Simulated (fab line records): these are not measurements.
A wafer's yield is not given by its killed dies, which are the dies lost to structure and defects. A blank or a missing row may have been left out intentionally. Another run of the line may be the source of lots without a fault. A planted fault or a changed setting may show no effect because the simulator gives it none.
What tool caused it?	flow sky130	10 lots, 30 wafers sampled, at 7 steps of a route of 708

== WHAT EACH GAUGE READ, for each wafer ==
SKY_RES_XHIGH_TW_MEAS_09.
lot	measured	on	RES_XHIGH_TW
L672	day 28 14:56	film-metro-04	1623 1612 1627
L676	day 28 21:41	film-metro-04	1624 1630 1626
L678	day 29 07:40	film-metro-02	1625 1625 1626
L681	day 30 17:08	film-metro-04	1632 1628 1628
L682	day 31 06:46	film-metro-04	1629 1625 1637
L683	day 31 11:15	film-metro-04	1541 1549 1551 1551 1549 1554
L684	day 31 12:01	film-metro-04	1545 1550 1547 1554 1549 1544
L685	day 31 15:38	film-metro-03	1539 1539 1531 1533 1535 1537
L692	day 33 23:05	film-metro-04	1629 1632 1636
L693	day 34 04:43	film-metro-02	1618 1633 1632

SKY_SD_N_RS_MEAS_18: measures by four-point-probe.
lot	measured	on	RES_XHIGH_RS (ohm/sq)
L672	day 29 20:20	film-metro-04	333.0 333.4 333.5
L676	day 30 02:38	film-metro-03	331.7 331.1 332.3
L678	day 30 11:05	film-metro-02	333.9 331.8 332.6
L681	day 31 22:17	film-metro-03	334.3 334.6 335.2
L682	day 32 11:02	film-metro-04	332.6 333.3 332.0
L683	day 32 15:28	film-metro-02	379.0 377.5 378.6 378.4 377.5 377.8
L684	day 32 16:36	film-metro-03	378.0 378.2 378.0 377.7 377.4 378.4
L685	day 32 19:59	film-metro-02	378.7 379.6 378.3 378.0 378.8 378.2
L692	day 35 01:29	film-metro-02	331.3 332.2 331.3
L693	day 35 07:31	film-metro-04	332.4 334.3 332.6

SKY_LI_CONTACT_BOW_MEAS_03.
lot	measured	on	LI_CONTACT_BOW (um)
L672	day 29 21:48	film-metro-02	64 67 50
L676	day 30 03:14	film-metro-03	53 61 55
L678	day 30 11:41	film-metro-02	53 62 55
L681	day 31 22:53	film-metro-03	66 57 51
L682	day 32 11:38	film-metro-03	54 57 50
L692	day 35 02:05	film-metro-03	54 48 53
L693	day 35 08:07	film-metro-04	56 54 48

== EACH LOT AND THE TOOL THAT RAN IT (in order: tool; ch and the chambers of the sampled wafers; start) ==
lot	SKY_LDD_N_STRIP_16	SKY_LDD_HVP_STRIP_09	SKY_RES_XHIGH_IMPLANT_07	SKY_RES_XHIGH_STRIP_08
L672	plasma-asher-01 ch 0,1, day 18 17:38	plasma-asher-02 ch 1, day 22 15:31	implanter-01 ch 0, day 28 14:42	plasma-asher-02 ch 0, day 28 14:50
L676	plasma-asher-01 ch 0,1, day 20 04:11	plasma-asher-03 ch 0,1, day 24 01:10	implanter-01 ch 0, day 28 21:26	plasma-asher-02 ch 0,1, day 28 21:35
L678	plasma-asher-04 ch 0,1, day 20 16:25	plasma-asher-03 ch 0,1, day 24 11:49	implanter-01 ch 0, day 29 07:25	plasma-asher-01 ch 0,1, day 29 07:34
L681	plasma-asher-01 ch 0,1, day 22 03:47	plasma-asher-01 ch 0,1, day 25 20:58	implanter-03 ch 0, day 30 16:53	plasma-asher-02 ch 0,1, day 30 17:02
L682	plasma-asher-01 ch 0,1, day 22 18:04	plasma-asher-01 ch 0,1, day 26 10:57	implanter-01 ch 0, day 31 06:34	plasma-asher-01 ch 0,1, day 31 06:40
L683	plasma-asher-04 ch 0,1, day 23 00:26	plasma-asher-01 ch 0,1, day 26 15:08	implanter-01 ch 0, day 31 11:00	plasma-asher-02 ch 0,1, day 31 11:09
L684	plasma-asher-04 ch 0,1, day 23 01:09	plasma-asher-02 ch 0,1, day 26 16:09	implanter-01 ch 0, day 31 11:49	plasma-asher-01 ch 0,1, day 31 11:55
L685	plasma-asher-04 ch 0,1, day 23 07:19	plasma-asher-01 ch 0,1, day 26 22:59	implanter-01 ch 0, day 31 15:23	plasma-asher-02 ch 0,1, day 31 15:32
L692	plasma-asher-01 ch 0,1, day 25 19:32	plasma-asher-03 ch 0,1, day 29 08:11	implanter-03 ch 0, day 33 22:50	plasma-asher-01 ch 0,1, day 33 22:59
L693	plasma-asher-01 ch 0,1, day 26 00:28	plasma-asher-02 ch 0,1, day 29 13:13	implanter-03 ch 0, day 34 04:29	plasma-asher-03 ch 0,1, day 34 04:37
- SKY_LDD_N_STRIP_16: strips in O2/N2.
- SKY_LDD_HVP_STRIP_09: strips in O2/N2.
- SKY_RES_XHIGH_IMPLANT_07
- SKY_RES_XHIGH_STRIP_08: strips in O2/N2.

== WHAT THE TOOLS THEMSELVES READ (means of the sampled wafers that have a number; where no wafer has one, the mark that the record gives instead) ==
SKY_LDD_N_STRIP_16.
lot	tool	drypump-motor-current-A (A)	oes-product-au (a.u.)	strip-time-to-endpoint-s (s)
L672	plasma-asher-01	6.2	0.408	4.349
L676	plasma-asher-01	6.1	0.408	4.297
L678	plasma-asher-04	5.5	0.403	4.289
L681	plasma-asher-01	5.7	0.410	4.312
L682	plasma-asher-01	6.1	0.405	4.312
L683	plasma-asher-04	5.8	0.400	4.301
L684	plasma-asher-04	5.9	0.408	4.307
L685	plasma-asher-04	5.9	0.408	4.314
L692	plasma-asher-01	6.2	0.409	4.313
L693	plasma-asher-01	6.1	0.411	4.318

SKY_LDD_HVP_STRIP_09.
lot	tool	drypump-motor-current-A (A)	oes-product-au (a.u.)	strip-time-to-endpoint-s (s)
L672	plasma-asher-02	5.1	0.404	4.138
L676	plasma-asher-03	5.6	0.406	4.151
L678	plasma-asher-03	6.1	0.405	4.119
L681	plasma-asher-01	6.2	0.406	4.143
L682	plasma-asher-01	5.7	0.409	4.110
L683	plasma-asher-01	5.7	0.407	4.133
L684	plasma-asher-02	5.7	0.408	4.137
L685	plasma-asher-01	6.1	0.409	4.158
L692	plasma-asher-03	5.6	0.405	4.131
L693	plasma-asher-02	5.4	0.405	4.146

SKY_RES_XHIGH_IMPLANT_07.
lot	tool	dose-ions-cm2
L672	implanter-01	3.6e+14
L676	implanter-01	3.6e+14
L678	implanter-01	3.6e+14
L681	implanter-03	3.6e+14
L682	implanter-01	3.6e+14
L683	implanter-01	3.0e+14
L684	implanter-01	3.0e+14
L685	implanter-01	3.0e+14
L692	implanter-03	3.6e+14
L693	implanter-03	3.6e+14

SKY_RES_XHIGH_STRIP_08.
lot	tool	drypump-motor-current-A (A)	oes-product-au (a.u.)	strip-time-to-endpoint-s (s)
L672	plasma-asher-02	6.1	0.715	14.33
L676	plasma-asher-02	5.5	0.707	14.31
L678	plasma-asher-01	6.1	0.705	14.28
L681	plasma-asher-02	5.8	0.711	14.29
L682	plasma-asher-01	5.7	0.718	14.29
L683	plasma-asher-02	5.4	0.724	14.17
L684	plasma-asher-01	5.7	0.716	14.19
L685	plasma-asher-02	5.8	0.715	14.20
L692	plasma-asher-01	6.2	0.718	14.24
L693	plasma-asher-03	6.1	0.708	14.26

== THE ANSWER, worked out from the rows above alone ==
Rule: the usual values come from the lots themselves. The widest of any qualifying gaps counts: lots, ordered by their means at a reading, are off when they make up no more than a third of the lots, leave a main group of 4 or more, and stand apart from it by 3 or more times the standard deviation of that group's means. A main group is skipped when, at the precision printed for the reading in the tables above, its means are all equal. A lot without any number at a reading at which 4 lots or more have one is off too. Any other lot the step has rows for is counted as sound. Order of review: gauges by route order, followed by the tools' own readings, for which a lot's mean as printed above is used. The first step at which some lot is off is used, and at that step the reading that is off furthest; a lot without a number counts as furthest.
Off: L683, L684, L685, seen at SKY_RES_XHIGH_TW_MEAS_09 (RES_XHIGH_TW). For the main group the mean is 1627 and the standard deviation 3.5.
A tool fits if, at a process step before that reading, it ran every lot that is off, and no sound lot after the first of them. Gauges at SKY_RES_XHIGH_TW_MEAS_09: tried the same way as those tools. 2 tools fit, plasma-asher-04 at SKY_LDD_N_STRIP_16 and implanter-01 at SKY_RES_XHIGH_IMPLANT_07, so this cannot tell which one it is.

== WHAT THE SIMULATOR PUT IN ==
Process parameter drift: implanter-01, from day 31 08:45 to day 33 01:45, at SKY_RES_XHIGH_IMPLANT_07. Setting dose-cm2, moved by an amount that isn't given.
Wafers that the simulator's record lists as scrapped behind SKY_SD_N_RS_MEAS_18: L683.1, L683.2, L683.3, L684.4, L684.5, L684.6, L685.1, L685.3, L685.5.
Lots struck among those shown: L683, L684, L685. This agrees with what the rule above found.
